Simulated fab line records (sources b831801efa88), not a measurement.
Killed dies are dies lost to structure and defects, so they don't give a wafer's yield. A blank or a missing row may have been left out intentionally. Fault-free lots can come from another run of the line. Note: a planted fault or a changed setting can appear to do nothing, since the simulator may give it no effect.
fab line records	flow gf180mcu	part 1 of 2: steps 1 to 25 of 34
record: lots: 5	wafers: 15	lastDay: 34
route steps=602 shown POLY_GATE@161 HV_LDD@176
lots that met no fault: taken from a fault-free run of the same line
startH: hours from the record's first day to the start of the lot's first wafer shown	waitH: time in hours since the lot's previous step	" the same as in the row above	L1.1+2: several wafers, shown together as one row	- either no value or no given start	* or withheld: withheld	< > ~ a bound
route shown NAME@n: a module of which the file shows steps, and the number in the route of the first	usual: mean/standard deviation of fault-free wafers	same: alike in all rows	chamber/n: place in a boat	sites: per-site readings	_std_site: their standard deviation	_edge_site: mean of outer sites minus mean of inner sites	radiusMm: how far each site lies from the wafer's centre	mask NAME#n: copy n	behind: the most recent tool/chamber to have shaped the wafer	hold: cause of the lot's hold/its duration in hours/its outcome	device: which transistor (n, p or np) failed to switch	end of line: the tests these same wafers got at the end of their route	a step given without rows: its recipe and nothing more	killed: dies lost to structure and defects at the first sort, not the wafer's yield	map: shows each die of a wafer: x if killed, . if not, _ if none is there
set.NAME: the setting the step ran with; set.NAME@STEP: the setting that earlier step ran with	model.NAME: the simulator's own value behind a step, which no gauge read
certain route steps with their lots: each step a table, each wafer a row
services: the hour from which a tool's chamber was out of use, counted from the record's first day as startH (under 0 if before that day), plus the number of hours and why
== steps ==
step: GF_POLY_GATE_COAT_04
recipe: resist: BARC	tempC: withheld	timeS: withheld	spinRpm: withheld	resistThkNm: withheld
usual: chillPlateTempC: *
lot.wafer	tool	chamber	startH	waitH	chillPlateTempC
L076.2	lithoTrack-03	0	200.70	0.1	*
L076.3	"	0	"	"	*
L076.6	"	0	"	"	*
L084.1	lithoTrack-02	0	270.55	0.1	*
L084.3	"	0	"	"	*
L084.4	"	0	"	"	*
L089.2	lithoTrack-01	0	295.54	0.1	*
L089.5	"	0	"	"	*
L089.6	"	0	"	"	*
L094.2	lithoTrack-02	0	330.87	0.1	*
L094.4	"	0	"	"	*
L094.5	"	0	"	"	*
L097.1	lithoTrack-03	0	353.07	0.1	*
L097.2	"	0	"	"	*
L097.6	"	0	"	"	*
step: GF_POLY_GATE_COAT_05
recipe: resist: KrF	spinRpm: withheld	resistThkNm: 700
usual: chillPlateTempC: 22.97/0.097
lot.wafer	tool	chamber	startH	waitH	chillPlateTempC
L076.2	lithoTrack-03	0	-	-	23.09
L076.3	"	0	"	"	23.02
L076.6	"	0	"	"	22.86
L084.1	lithoTrack-02	0	-	-	23.00
L084.3	"	0	"	"	22.97
L084.4	"	0	"	"	22.80
L089.2	lithoTrack-01	0	-	-	23.04
L089.5	"	0	"	"	22.96
L089.6	"	0	"	"	23.14
L094.2	lithoTrack-02	0	-	-	23.24
L094.4	"	0	"	"	22.96
L094.5	"	0	"	"	22.96
L097.1	lithoTrack-03	0	-	-	23.03
L097.2	"	0	"	"	23.02
L097.6	"	0	"	"	22.96
step: GF_POLY_GATE_SOFTBAKE_06
recipe: tempC: 130	timeS: 60	resist: KrF
usual: chillPlateTempC: 23.01/0.1
same: timeS: 60
lot.wafer	tool	chamber	startH	waitH	chillPlateTempC
L076.2	lithoTrack-03	0	-	-	22.91
L076.3	"	0	"	"	22.99
L076.6	"	0	"	"	22.95
L084.1	lithoTrack-02	0	-	-	22.97
L084.3	"	0	"	"	23.04
L084.4	"	0	"	"	22.99
L089.2	lithoTrack-01	0	-	-	23.15
L089.5	"	0	"	"	22.93
L089.6	"	0	"	"	23.07
L094.2	lithoTrack-02	0	-	-	22.83
L094.4	"	0	"	"	22.87
L094.5	"	0	"	"	22.81
L097.1	lithoTrack-03	0	-	-	23.06
L097.2	"	0	"	"	22.82
L097.6	"	0	"	"	22.88
step: GF_POLY_GATE_EXPOSE_07
recipe: maskId: Poly2	targetCdNm: 280	na: 0.68	sourceShape: conventional	sigmaOuter: 0.6	doseMj: 28
lot.wafer	tool	chamber	startH	waitH	mask
L076.2+3+6	krfScanner-02	0	-	-	Poly2#0
L084.1+3+4	krfScanner-02	0	-	-	Poly2#0
L089.2+5+6	krfScanner-02	0	-	-	Poly2#0
L094.2+4+5	krfScanner-02	0	-	-	Poly2#0
L097.1+2+6	krfScanner-01	0	-	-	Poly2#0
step: GF_POLY_GATE_PEB_08
recipe: pebTempC: 135	pebTimeS: 90	resist: KrF
usual: chillPlateTempC: 23.03/0.1
lot.wafer	tool	chamber	startH	waitH	chillPlateTempC
L076.2	lithoTrack-01	0	-	-	23.04
L076.3	"	0	"	"	23.11
L076.6	"	0	"	"	23.08
L084.1	lithoTrack-02	0	-	-	23.14
L084.3	"	0	"	"	23.00
L084.4	"	0	"	"	22.98
L089.2	lithoTrack-01	0	-	-	23.16
L089.5	"	0	"	"	23.05
L089.6	"	0	"	"	23.18
L094.2	lithoTrack-03	0	-	-	22.90
L094.4	"	0	"	"	22.84
L094.5	"	0	"	"	23.06
L097.1	lithoTrack-03	0	-	-	23.09
L097.2	"	0	"	"	23.28
L097.6	"	0	"	"	23.02
step: GF_POLY_GATE_DEVELOP_09
recipe: developTimeS: 60	resist: KrF	devTempC: 21
usual: chillPlateTempC: 22.99/0.1
lot.wafer	tool	chamber	startH	waitH	chillPlateTempC
L076.2	lithoTrack-01	0	209.44	0.2	23.04
L076.3	"	0	"	"	22.99
L076.6	"	0	"	"	23.12
L084.1	lithoTrack-02	0	280.85	0.2	23.05
L084.3	"	0	"	"	22.97
L084.4	"	0	"	"	23.03
L089.2	lithoTrack-01	0	306.04	0.2	23.06
L089.5	"	0	"	"	23.04
L089.6	"	0	"	"	23.11
L094.2	lithoTrack-03	0	341.94	0.2	22.82
L094.4	"	0	"	"	22.99
L094.5	"	0	"	"	23.01
L097.1	lithoTrack-03	0	364.27	0.2	22.96
L097.2	"	0	"	"	22.87
L097.6	"	0	"	"	23.02
step: GF_POLY_GATE_CD_MEAS_10
recipe: targetCdNm: 280
usual: cdNm: 280.2/1.3
lot.wafer	tool	chamber	startH	waitH	cdNm
L076.2	cdSem-01	-	209.59	0.1	277.3
L076.3	"	-	"	"	278.4
L076.6	"	-	"	"	277.8
L084.1	cdSem-01	-	281.00	0.1	281.0
L084.3	"	-	"	"	280.7
L084.4	"	-	"	"	280.7
L089.2	cdSem-01	-	306.19	0.1	280.5
L089.5	"	-	"	"	280.7
L089.6	"	-	"	"	279.6
L094.2	cdSem-02	-	342.09	0.1	280.1
L094.4	"	-	"	"	280.6
L094.5	"	-	"	"	280.2
L097.1	cdSem-02	-	364.42	0.1	280.7
L097.2	"	-	"	"	279.3
L097.6	"	-	"	"	279.2
step: GF_POLY_GATE_OVL_MEAS_11
usual: POLY_GATE_OVL: -1/6.6
lot.wafer	tool	chamber	startH	waitH	POLY_GATE_OVL[nm]
L076.2	overlay-01	-	209.69	0.1	2
L076.3	"	-	"	"	5
L076.6	"	-	"	"	-6
L084.1	overlay-02	-	281.12	0.1	-4
L084.3	"	-	"	"	-1
L084.4	"	-	"	"	6
L089.2	overlay-02	-	306.29	0.1	-11
L089.5	"	-	"	"	0
L089.6	"	-	"	"	-1
L094.2	overlay-01	-	342.19	0.1	-4
L094.4	"	-	"	"	-3
L094.5	"	-	"	"	-13
L097.1	overlay-01	-	364.54	0.1	0
L097.2	"	-	"	"	-10
L097.6	"	-	"	"	-9
step: GF_POLY_GATE_ETCH_12
recipe: chemistry: N2/H2	targetDepthA: withheld	overetchA: withheld	timeS: withheld	target: BARC	ionEnergyEv: 200	sourceW: 500	biasW: 100	pressureMtorr: 30	n2FlowSccm: 100	h2FlowSccm: 200
usual: drypumpMotorCurrentA: 5.7/0.45	h2FlowSccm: 200.1/0.57	n2FlowSccm: 99.97/0.28	oesProductAu: 0.736/0.0048	throttleValvePct: 13.214/0.009
lot.wafer	tool	chamber	startH	waitH	drypumpMotorCurrentA	h2FlowSccm	n2FlowSccm	oesProductAu	throttleValvePct
L076.2	rieDiel-04	0	209.72	0.0	6.1	199.2	100.23	0.742	13.225
L076.3	"	2	"	"	5.8	199.8	100.18	0.736	13.210
L076.6	"	0	"	"	6.1	199.9	99.72	0.729	13.226
L084.1	rieDiel-02	2	281.16	0.0	5.6	200.8	99.73	0.738	13.203
L084.3	"	3	"	"	5.2	199.4	99.26	0.732	13.210
L084.4	"	2	"	"	5.6	201.4	99.51	0.735	13.221
L089.2	rieDiel-04	3	306.32	0.0	5.3	200.7	99.80	0.741	13.204
L089.5	"	0	"	"	6.1	200.1	99.98	0.739	13.217
L089.6	"	3	"	"	5.3	200.4	99.71	0.742	13.202
L094.2	rieDiel-04	1	342.22	0.0	4.6	199.4	99.85	0.731	13.210
L094.4	"	2	"	"	5.8	199.2	99.82	0.727	13.225
L094.5	"	3	"	"	5.4	199.9	99.43	0.735	13.211
L097.1	rieDiel-03	1	364.57	0.0	5.7	198.9	99.51	0.735	13.207
L097.2	"	3	"	"	5.4	200.8	100.26	0.731	13.208
L097.6	"	2	"	"	5.6	199.6	99.78	0.741	13.196
step: GF_POLY_GATE_ETCH_13
recipe: target: poly-Si	targetDepthNm: 198.5	stopOn: SiO2	overEtchFrac: 0.403	chemistry: HBr/Cl2	icpW: 400	biasW: 100	pressureMtorr: 10	HBr_flow_sccm: 150	Cl2_flow_sccm: 50	timeS: 69.6
usual: drypumpMotorCurrentA: 5.8/0.52	oesProductAu: 0.992/0.0075	throttleValvePct: 33.685/0.0088
same: timeS: 69.6
lot.wafer	tool	chamber	startH	waitH	drypumpMotorCurrentA	oesProductAu	rfHoursCounterH	throttleValvePct
L076.2	rieSi-01	3	209.77	-	5.7	0.992	6	33.692
L076.3	"	0	"	"	5.2	0.990	1	33.687
L076.6	"	3	"	"	5.7	0.998	-	33.683
L084.1	rieSi-01	3	281.21	-	5.7	1.006	7	33.686
L084.3	"	1	"	"	6.7	1.007	35	33.670
L084.4	"	2	"	"	5.3	0.991	5	33.683
L089.2	rieSi-01	2	306.37	-	5.3	0.978	5	33.690
L089.5	"	2	"	"	5.3	0.981	-	33.684
L089.6	"	1	"	"	6.7	0.983	-	33.674
L094.2	rieSi-01	2	342.27	-	5.3	0.987	6	33.684
L094.4	"	1	"	"	6.7	0.996	36	33.668
L094.5	"	3	"	"	5.7	0.998	-	33.698
L097.1	rieSi-02	2	364.62	-	5.9	0.989	18	33.687
L097.2	"	3	"	"	5.2	0.993	73	33.686
L097.6	"	1	"	"	6.3	0.979	-	33.692
step: GF_POLY_GATE_STRIP_14
recipe: chemistry: O2/N2	powerW: 1400	pressureMtorr: 1500	platenTempC: 250	o2FlowSccm: 3000	n2FlowSccm: 300	overashFraction: 0.5
usual: drypumpMotorCurrentA: 5.4/0.71	heaterPowerW: 353/29	n2FlowSccm: 300.0/0.88	oesProductAu: 0.505/0.005
lot.wafer	tool	chamber	startH	waitH	drypumpMotorCurrentA	heaterPowerW	n2FlowSccm	oesProductAu	rfHoursCounterH
L076.2	plasmaAsher-02	0	209.83	0.0	6.7	340	298.6	0.499	59
L076.3	"	1	"	"	5.4	330	301.3	0.507	-
L076.6	"	0	"	"	6.7	344	297.7	0.505	-
L084.1	plasmaAsher-03	1	281.26	0.0	4.9	319	299.1	0.504	62
L084.3	"	0	"	"	4.7	364	300.6	0.504	-
L084.4	"	1	"	"	4.9	323	299.6	0.506	-
L089.2	plasmaAsher-04	1	306.43	0.0	5.2	409	299.8	0.512	52
L089.5	"	1	"	"	5.2	404	300.1	0.512	-
L089.6	"	0	"	"	6.1	394	299.9	0.504	-
L094.2	plasmaAsher-02	1	342.33	0.0	5.4	337	300.1	0.509	73
L094.4	"	1	"	"	5.4	333	300.7	0.509	-
L094.5	"	1	"	"	5.4	336	301.6	0.505	-
L097.1	plasmaAsher-03	0	364.68	0.0	4.7	354	300.8	0.500	71
L097.2	"	1	"	"	4.9	321	300.6	0.504	71
L097.6	"	0	"	"	4.7	358	299.9	0.500	-
step: GF_POLY_GATE_CLEAN_15
recipe: chemistry: SC1/SC2	mix: 1:4:20	tempC: 70	timeS: 150	dry: n2Spin
same: timeS: 150
lot.wafer	tool	chamber	startH	waitH
L076.2+3+6	wetBench-01	2	209.93	0.1
L084.1+3+4	wetBench-01	0	281.36	0.1
L089.2+5+6	wetBench-03	1	306.53	0.1
L094.2+4+5	wetBench-02	1	342.43	0.1
L097.1+2+6	wetBench-01	2	364.78	0.1
step: GF_POLY_GATE_OXIDATION_16
recipe: tempC: 850	ambient: O2	stabiliseS: 600	purgeS: 300	targetThkA: 40	oxTimeS: 899
usual: spikeTcLowerC: 849.9/0.96	tube_center_temp_C_max: 852.1/0.32
same: oxTimeS: 899	purgeS: 300
lot.wafer	tool	chamber	startH	waitH	spikeTcLowerC	tube_center_temp_C_max
L076.2	furnace-02	0	210.36	0.4	849.2	851.8
L076.3	"	0	"	"	849.3	852.7
L076.6	"	0	"	"	850.4	852.1
L084.1	furnace-01	0	282.21	0.8	850.4	852.3
L084.3	"	0	"	"	850.3	851.9
L084.4	"	0	"	"	850.6	851.9
L089.2	furnace-02	0	306.58	0.0	851.5	852.6
L089.5	"	0	"	"	850.2	851.9
L089.6	"	0	"	"	850.0	852.0
L094.2	furnace-02	0	342.48	0.0	850.8	851.9
L094.4	"	0	"	"	849.9	852.5
L094.5	"	0	"	"	850.2	851.8
L097.1	furnace-02	0	365.39	0.6	847.9	851.7
L097.2	"	0	"	"	850.7	852.0
L097.6	"	0	"	"	850.2	851.8
step: GF_POLY_GATE_THK_MEAS_17
recipe: reads: SiO2_of_POLY_GATE_OXIDATION_16
usual: POLY_GATE_OXIDATION_THK: 3.96/0.076
lot.wafer	tool	chamber	startH	waitH	POLY_GATE_OXIDATION_THK[nm]
L076.2	filmMetro-02	-	211.62	0.0	3.92
L076.3	"	-	"	"	3.93
L076.6	"	-	"	"	3.89
L084.1	filmMetro-01	-	283.46	0.0	3.94
L084.3	"	-	"	"	3.94
L084.4	"	-	"	"	3.95
L089.2	filmMetro-01	-	307.84	0.0	3.87
L089.5	"	-	"	"	3.87
L089.6	"	-	"	"	3.93
L094.2	filmMetro-04	-	343.74	0.0	4.03
L094.4	"	-	"	"	4.03
L094.5	"	-	"	"	3.90
L097.1	filmMetro-04	-	366.64	0.0	3.89
L097.2	"	-	"	"	4.07
L097.6	"	-	"	"	4.10
step: GF_POLY_GATE_CD_MEAS_18
usual: cdNm: 281.1/2.1
lot.wafer	tool	chamber	startH	waitH	cdNm
L076.2	cdSem-02	-	211.70	0.1	279.6
L076.3	"	-	"	"	282.2
L076.6	"	-	"	"	280.2
L084.1	cdSem-01	-	283.52	0.1	281.2
L084.3	"	-	"	"	278.0
L084.4	"	-	"	"	278.9
L089.2	cdSem-02	-	307.92	0.1	280.0
L089.5	"	-	"	"	278.6
L089.6	"	-	"	"	278.6
L094.2	cdSem-02	-	343.82	0.1	281.5
L094.4	"	-	"	"	280.2
L094.5	"	-	"	"	280.0
L097.1	cdSem-02	-	366.70	0.1	285.2
L097.2	"	-	"	"	280.5
L097.6	"	-	"	"	279.4
step: GF_HV_LDD_DEHYDRATE_00
recipe: tempC: 200	timeS: 60
usual: chillPlateTempC: 23.00/0.099
same: timeS: 60
lot.wafer	tool	chamber	startH	waitH	chillPlateTempC
L076.2	lithoTrack-03	0	220.10	8.4	22.92
L076.3	"	0	"	"	22.87
L076.6	"	0	"	"	22.96
L084.1	lithoTrack-02	0	293.00	9.4	23.05
L084.3	"	0	"	"	22.97
L084.4	"	0	"	"	22.89
L089.2	lithoTrack-03	0	317.59	9.6	22.86
L089.5	"	0	"	"	23.01
L089.6	"	0	"	"	22.88
L094.2	lithoTrack-04	0	353.69	9.8	23.05
L094.4	"	0	"	"	23.07
L094.5	"	0	"	"	23.11
L097.1	lithoTrack-04	0	377.27	10.5	23.09
L097.2	"	0	"	"	23.16
L097.6	"	0	"	"	23.00
step: GF_HV_LDD_HMDS_01
recipe: primeTimeS: 60	primeTempC: 120
usual: chillPlateTempC: 23.00/0.11
lot.wafer	tool	chamber	startH	waitH	chillPlateTempC
L076.2	lithoTrack-03	0	220.25	0.1	23.01
L076.3	"	0	"	"	23.00
L076.6	"	0	"	"	22.94
L084.1	lithoTrack-02	0	293.15	0.1	23.06
L084.3	"	0	"	"	22.99
L084.4	"	0	"	"	22.98
L089.2	lithoTrack-03	0	317.74	0.1	23.01
L089.5	"	0	"	"	22.85
L089.6	"	0	"	"	22.93
L094.2	lithoTrack-04	0	353.84	0.1	22.95
L094.4	"	0	"	"	23.04
L094.5	"	0	"	"	22.98
L097.1	lithoTrack-04	0	377.42	0.1	22.98
L097.2	"	0	"	"	22.96
L097.6	"	0	"	"	22.99
step: GF_HV_LDD_COAT_02
recipe: resist: NOVOLAK	spinRpm: 3000	resistThkNm: 1000
usual: chillPlateTempC: 23.01/0.098	spinSpeedRpm: 2999.7/2
lot.wafer	tool	chamber	startH	waitH	chillPlateTempC	spinSpeedRpm
L076.2	lithoTrack-03	0	220.40	0.1	22.88	2999.5
L076.3	"	0	"	"	22.86	3001.7
L076.6	"	0	"	"	22.92	2999.4
L084.1	lithoTrack-02	0	293.30	0.1	22.95	3000.6
L084.3	"	0	"	"	23.08	3002.6
L084.4	"	0	"	"	22.98	3001.1
L089.2	lithoTrack-03	0	317.89	0.1	23.00	3001.8
L089.5	"	0	"	"	23.06	3001.2
L089.6	"	0	"	"	22.98	3003.8
L094.2	lithoTrack-04	0	353.99	0.1	22.94	2997.7
L094.4	"	0	"	"	22.93	3001.6
L094.5	"	0	"	"	22.92	2999.8
L097.1	lithoTrack-04	0	377.57	0.1	22.93	2999.0
L097.2	"	0	"	"	23.12	2995.0
L097.6	"	0	"	"	22.99	3000.1
step: GF_HV_LDD_SOFTBAKE_03
recipe: tempC: 90	timeS: 60	resist: NOVOLAK
usual: chillPlateTempC: 22.98/0.093
same: timeS: 60
lot.wafer	tool	chamber	startH	waitH	chillPlateTempC
L076.2	lithoTrack-03	0	220.55	0.1	23.04
L076.3	"	0	"	"	22.82
L076.6	"	0	"	"	22.85
L084.1	lithoTrack-02	0	293.45	0.1	22.87
L084.3	"	0	"	"	22.96
L084.4	"	0	"	"	23.00
L089.2	lithoTrack-03	0	318.04	0.1	22.98
L089.5	"	0	"	"	22.95
L089.6	"	0	"	"	22.89
L094.2	lithoTrack-04	0	354.14	0.1	22.94
L094.4	"	0	"	"	22.95
L094.5	"	0	"	"	23.07
L097.1	lithoTrack-04	0	377.72	0.1	23.04
L097.2	"	0	"	"	23.10
L097.6	"	0	"	"	23.06
step: GF_HV_LDD_EXPOSE_04
recipe: maskId: Nplus_LV_AREA	targetCdNm: 400	na: 0.6	sourceShape: conventional	sigmaOuter: 0.6	doseMj: 140
lot.wafer	tool	chamber	startH	waitH	mask
L076.2+3+6	ilineStepper-01	0	-	-	Nplus_LV_AREA#0
L084.1+3+4	ilineStepper-01	0	-	-	Nplus_LV_AREA#0
L089.2+5+6	ilineStepper-02	0	-	-	Nplus_LV_AREA#0
L094.2+4+5	ilineStepper-02	0	-	-	Nplus_LV_AREA#0
L097.1+2+6	ilineStepper-02	0	-	-	Nplus_LV_AREA#0
step: GF_HV_LDD_PEB_05
recipe: tempC: withheld	timeS: *	resist: NOVOLAK
usual: chillPlateTempC: *
same: timeS: *
lot.wafer	tool	chamber	startH	waitH	chillPlateTempC
L076.2	lithoTrack-02	0	-	-	*
L076.3	"	0	"	"	*
L076.6	"	0	"	"	*
L084.1	lithoTrack-02	0	-	-	*
L084.3	"	0	"	"	*
L084.4	"	0	"	"	*
L089.2	lithoTrack-02	0	-	-	*
L089.5	"	0	"	"	*
L089.6	"	0	"	"	*
L094.2	lithoTrack-03	0	-	-	*
L094.4	"	0	"	"	*
L094.5	"	0	"	"	*
L097.1	lithoTrack-03	0	-	-	*
L097.2	"	0	"	"	*
L097.6	"	0	"	"	*
step: GF_HV_LDD_DEVELOP_06
recipe: developTimeS: 60	devTempC: 23
usual: chillPlateTempC: 22.99/0.1
lot.wafer	tool	chamber	startH	waitH	chillPlateTempC
L076.2	lithoTrack-02	0	228.88	0.1	22.80
L076.3	"	0	"	"	22.78
L076.6	"	0	"	"	22.82
L084.1	lithoTrack-02	0	303.80	0.1	23.11
L084.3	"	0	"	"	23.09
L084.4	"	0	"	"	23.06
L089.2	lithoTrack-02	0	328.02	0.1	22.96
L089.5	"	0	"	"	22.93
L089.6	"	0	"	"	23.00
L094.2	lithoTrack-03	0	364.89	0.1	22.91
L094.4	"	0	"	"	22.92
L094.5	"	0	"	"	22.77
L097.1	lithoTrack-03	0	389.27	0.1	23.20
L097.2	"	0	"	"	23.11
L097.6	"	0	"	"	23.00
step: GF_HV_LDD_CD_MEAS_07
recipe: targetCdNm: 400
usual: cdNm: 400.2/2.4
lot.wafer	tool	chamber	startH	waitH	cdNm
L076.2	cdSem-01	-	229.02	0.1	398.9
L076.3	"	-	"	"	397.3
L076.6	"	-	"	"	399.1
L084.1	cdSem-02	-	303.95	0.1	397.5
L084.3	"	-	"	"	397.5
L084.4	"	-	"	"	397.3
L089.2	cdSem-01	-	328.17	0.1	398.2
L089.5	"	-	"	"	397.0
L089.6	"	-	"	"	395.7
L094.2	cdSem-01	-	365.04	0.1	403.1
L094.4	"	-	"	"	401.1
L094.5	"	-	"	"	400.8
L097.1	cdSem-02	-	389.53	0.2	402.1
L097.2	"	-	"	"	402.1
L097.6	"	-	"	"	404.5
step: GF_HV_LDD_OVL_MEAS_08
usual: HV_LDD_OVL: -0.8/1.6
lot.wafer	tool	chamber	startH	waitH	HV_LDD_OVL[nm]
L076.2	overlay-01	-	229.13	0.1	0.1
L076.3	"	-	"	"	-0.6
L076.6	"	-	"	"	0.1
L084.1	overlay-02	-	304.07	0.1	-3.0
L084.3	"	-	"	"	-0.5
L084.4	"	-	"	"	-1.4
L089.2	overlay-02	-	328.27	0.1	-0.3
L089.5	"	-	"	"	-0.6
L089.6	"	-	"	"	-1.7
L094.2	overlay-01	-	365.14	0.1	-1.4
L094.4	"	-	"	"	-2.2
L094.5	"	-	"	"	-4.0
L097.1	overlay-02	-	389.65	0.1	1.3
L097.2	"	-	"	"	0.7
L097.6	"	-	"	"	-0.2
step: GF_HV_LDD_IMPLANT_09
recipe: species: As	energyKev: 40	doseCm2: 1e+14	tiltDeg: 7
usual: beamOnS: 9.98/0.18
lot.wafer	tool	chamber	startH	waitH	beamOnS
L076.2	implanter-01	0	229.18	0.0	10.11
L076.3	"	0	"	"	9.92
L076.6	"	0	"	"	10.00
L084.1	implanter-04	0	304.10	0.0	9.69
L084.3	"	0	"	"	10.10
L084.4	"	0	"	"	10.14
L089.2	implanter-03	0	328.33	0.0	10.00
L089.5	"	0	"	"	10.37
L089.6	"	0	"	"	10.14
L094.2	implanter-04	0	365.20	0.0	10.14
L094.4	"	0	"	"	10.19
L094.5	"	0	"	"	9.98
L097.1	implanter-04	0	389.69	0.0	10.07
L097.2	"	0	"	"	9.84
L097.6	"	0	"	"	9.99
